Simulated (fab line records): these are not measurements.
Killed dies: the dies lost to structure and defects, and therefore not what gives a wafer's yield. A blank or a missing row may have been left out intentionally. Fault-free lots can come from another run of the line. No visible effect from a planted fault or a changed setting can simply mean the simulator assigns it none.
Problem report in the 8D (eight disciplines) form, filled by code | flow sky130 | the parts of the form that need people (team, actions taken, sign-off) are left out

1. WHAT IS WRONG
Mean of cd-nm at SKY_VT_ADJUST_HVTP_CD_MEAS_07: 355.1 nm across 3 wafers in 3 lots; on wafers with no fault it is 380.4 nm (standard deviation 2.7). Relative to the usual mean, that is a shift of -9.4 standard deviations.
The step: target cd 380 nm.
Seen first at day 8 10:28 on cd-sem-01, wafer L462.4. At this step, 33 wafers from 12 lots have a number in the record. Rule for "out" (also "out of limits"): further than 4 standard deviations from the usual mean. The rest of the wafers with a number are treated as sound.

2. WHAT IT IS; WHAT IT IS NOT
question                    | is                     | is not
which readings at this step | cd-nm                  | -
which lots                  | L462, L463, L464       | L454, L455, L456, L457, L470, L474, L475, L476, L477
which wafers of those lots  | L462.4, L463.3, L464.3 | L462.2, L463.6, L464.6
read on which gauges        | cd-sem-01, cd-sem-02   | -
when                        | from day 8 10:28       | up to then (13 sound wafers); but 17 sound wafers of L463, L464, L470, L474, L475, L476, L477 came after

3. SUSPECTS, AND WHAT RULES EACH OUT
Counting: if a tool at a process step up to the reading ran every lot that is out, it stays a suspect. Sound lots after the first of them don't rule it out here, since some wafers of a struck lot are sound.
- the gauge at SKY_VT_ADJUST_HVTP_CD_MEAS_07 has been ruled out. The wafers that are out were read on 2 gauges (cd-sem-01, cd-sem-02).
- iline-stepper-02 at SKY_VT_ADJUST_HVTP_EXPOSE_04 (exposes mask HVTPM, target cd 380 nm): kept. It processed each lot that is out (first: L462, day 8 01:44); up to then, its last sound lot is L457 (day 6 08:31).
After counting, what remains is iline-stepper-02 at SKY_VT_ADJUST_HVTP_EXPOSE_04.

4. THE CAUSE (what the simulator had put in)
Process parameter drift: iline-stepper-02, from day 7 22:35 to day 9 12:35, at SKY_VT_ADJUST_HVTP_EXPOSE_04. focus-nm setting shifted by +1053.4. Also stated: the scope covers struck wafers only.
The count eliminated every tool but this one.

5. THE CHAIN OF EFFECTS, in route order
Each row: a reading where the mean over the struck wafers with a number is more than 3 standard deviations away from the usual. Only readings whose record carries a usual standard deviation are examined. hours: median over the lots of the time between each lot's start at the first step of this table that gives one and its start at this step. sigmas: the change, counted in usual standard deviations.
hours | step                          | reading | usual    | on struck wafers | change | sigmas
0     | SKY_VT_ADJUST_HVTP_CD_MEAS_07 | cd-nm   | 380.4 nm | 355.1            | -25.3  | -9.4
At these later measuring or inspecting steps, every struck wafer for which the step has a row has a number for every such reading, and none has moved that far: SKY_SONOS_ONO_CD_MEAS_13, SKY_LDD_P_TW_MEAS_11, SKY_SPACER_THK_MEAS_01.

6. WHAT WOULD HAVE CAUGHT IT SOONER
12 hours passed between the start of the fault at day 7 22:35 and the first reading out of limits at a measuring or inspecting step in this record, taken at day 8 10:28.
By day 8 10:28, every lot that is out (3) had started SKY_VT_ADJUST_HVTP_EXPOSE_04 on iline-stepper-02. Tool hold at that time: it would have spared none of them.
